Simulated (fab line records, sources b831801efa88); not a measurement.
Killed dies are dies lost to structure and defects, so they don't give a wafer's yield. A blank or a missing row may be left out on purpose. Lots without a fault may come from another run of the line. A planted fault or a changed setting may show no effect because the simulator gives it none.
Which tool did it? | flow sky130 | 12 lots, 36 wafers sampled, at 3 steps of a route of 708

WHAT THE GAUGES READ, wafer by wafer
SKY_VIA3_BOW_MEAS_03.
lot  | measured     | on            | VIA3_BOW (um)
L075 | day 39 03:13 | film_metro-04 | 84 74 74
L077 | day 40 05:52 | film_metro-04 | 73 70 84
L078 | day 40 14:42 | film_metro-04 | 91 81 84
L081 | day 41 17:01 | film_metro-03 | 81 69 70
L082 | day 42 02:23 | film_metro-04 | 67 86 67
L085 | day 42 15:36 | film_metro-02 | 77 73 83
L088 | day 43 13:35 | film_metro-04 | 85 87 75
L090 | day 43 16:10 | film_metro-04 | 86 85 78
L091 | day 43 21:46 | film_metro-04 | 85 75 82
L093 | day 44 12:02 | film_metro-03 | 82 79 72
L095 | day 44 19:45 | film_metro-04 | 79 88 89
L097 | day 45 05:52 | film_metro-02 | 75 87 74

WHICH TOOL RAN EACH LOT (tool, then ch and the chambers of the sampled wafers, then the start)
lot  | SKY_METAL3_SPUTTER_00        | SKY_METAL3_SPUTTER_04
L075 | pvd_sputter-04, day 36 21:00 | pvd_sputter-04, day 36 21:06
L077 | pvd_sputter-03, day 38 00:58 | pvd_sputter-03, day 38 01:04
L078 | pvd_sputter-03, day 38 10:38 | pvd_sputter-03, day 38 10:45
L081 | pvd_sputter-02, day 39 13:23 | pvd_sputter-02, day 39 13:30
L082 | pvd_sputter-03, day 39 23:23 | pvd_sputter-03, day 39 23:30
L085 | pvd_sputter-04, day 40 13:54 | pvd_sputter-04, day 40 14:00
L088 | pvd_sputter-04, day 41 12:09 | pvd_sputter-04, day 41 12:15
L090 | pvd_sputter-02, day 41 14:52 | pvd_sputter-02, day 41 14:59
L091 | pvd_sputter-02, day 41 20:23 | pvd_sputter-02, day 41 20:30
L093 | pvd_sputter-04, day 42 12:41 | pvd_sputter-04, day 42 12:48
L095 | pvd_sputter-03, day 42 19:02 | pvd_sputter-03, day 42 19:09
L097 | pvd_sputter-02, day 43 07:11 | pvd_sputter-02, day 43 07:18
- SKY_METAL3_SPUTTER_00: material Ti, target thk 15 nm, time 10 s.
- SKY_METAL3_SPUTTER_04: material TiN, target thk 70 nm, time 58.3 s.

THE ANSWER, worked out from the rows above alone
Rule: what is usual is taken from the lots themselves. Put in order of their means at a reading, lots are off if they are a third of the lots or fewer, leave a main group of 4 or more, and stand apart from it by a gap of 3 or more times the standard deviation of the main group's means; of several such gaps the widest counts. A main group whose means are all the same, to the digits that the tables above print for the reading, isn't used. A lot without any number at a reading at which 4 lots or more have one is off too. The other lots that the step has rows for count as sound.
No lot is off at any reading shown: from this, nothing can be told.

WHAT THE SIMULATOR HAD PUT IN
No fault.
